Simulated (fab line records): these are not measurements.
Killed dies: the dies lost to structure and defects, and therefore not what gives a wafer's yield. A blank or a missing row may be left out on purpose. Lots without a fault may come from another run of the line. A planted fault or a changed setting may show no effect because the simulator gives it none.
Chamber matching | flow sky130 | pecvd-03 running SKY_PASSIVATION_CVD_02: 3 sister chambers
The step deposits Si3N4, target thk 540 nm. 22 wafers are shown with their chamber, then 11 later ones without.

## WAFERS, EACH WITH ITS CHAMBER
wafer  | chamber | heater-power-w (W)
L075.1 | 0       | 750
L075.3 | 0       | 608
L075.4 | 2       | 612
L077.4 | 0       | 708
L077.5 | 2       | 655
L077.6 | 0       | 722
L078.2 | 0       | 715
L078.4 | 1       | 681
L078.5 | 2       | 626
L084.2 | 0       | 630
L084.4 | 1       | 722
L084.5 | 1       | 750
L086.3 | 1       | 749
L086.5 | 0       | 744
L086.6 | 1       | 758
L088.2 | 2       | 561
L088.3 | 0       | 711
L088.5 | 2       | 589
L090.1 | 2       | 646
L090.2 | 1       | 665
L090.5 | 2       | 631
L092.1 | 0       | 633

SIGNATURES, as means of the wafers listed above
reading        | chamber 0 | chamber 1 | chamber 2 | scatter within a chamber
heater-power-w | 691.22    | 720.83    | 617.14    | 44
Rule: a wafer lies at a distance from a chamber equal to the root of the sum of squares, over the readings, of (its reading less the chamber's mean, divided by the reading's scatter). The wafer belongs to the nearest chamber; if the next one is less than 2 further off, it can't be placed. How the scatter is found: for the shown wafers, subtract from each reading the mean of its chamber, square and add these, divide the total by (wafers less chambers), then take the root.

## WAFERS WHOSE CHAMBER IS MISSING
wafer  | heater-power-w (W)
L092.2 | 760
L092.5 | 768
L093.1 | 770
L093.2 | 597
L093.6 | 614
L094.4 | 760
L094.5 | 616
L094.6 | 745
L095.1 | 737
L095.4 | 632
L095.6 | 655

## EACH ONE'S CHAMBER
wafer  | from the rows above          | in truth
L092.2 | can't be placed: 1 or 0      | 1
L092.5 | can't be placed: 1 or 0      | 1
L093.1 | can't be placed: 1 or 0      | 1
L093.2 | can't be placed: 2 or 0      | 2
L093.6 | can't be placed: 2 or 0      | 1
L094.4 | can't be placed: 1 or 0      | 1
L094.5 | can't be placed: 2 or 0      | 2
L094.6 | can't be placed: 1 or 0      | 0
L095.1 | can't be placed: 1 or 0      | 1
L095.4 | can't be placed: 2 or 0 or 1 | 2
L095.6 | can't be placed: 0 or 2 or 1 | 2
Correctly placed: 0 of 11. Not placeable from these rows: 11 (in 10, the candidates include the true chamber). Placed wrongly: 0.
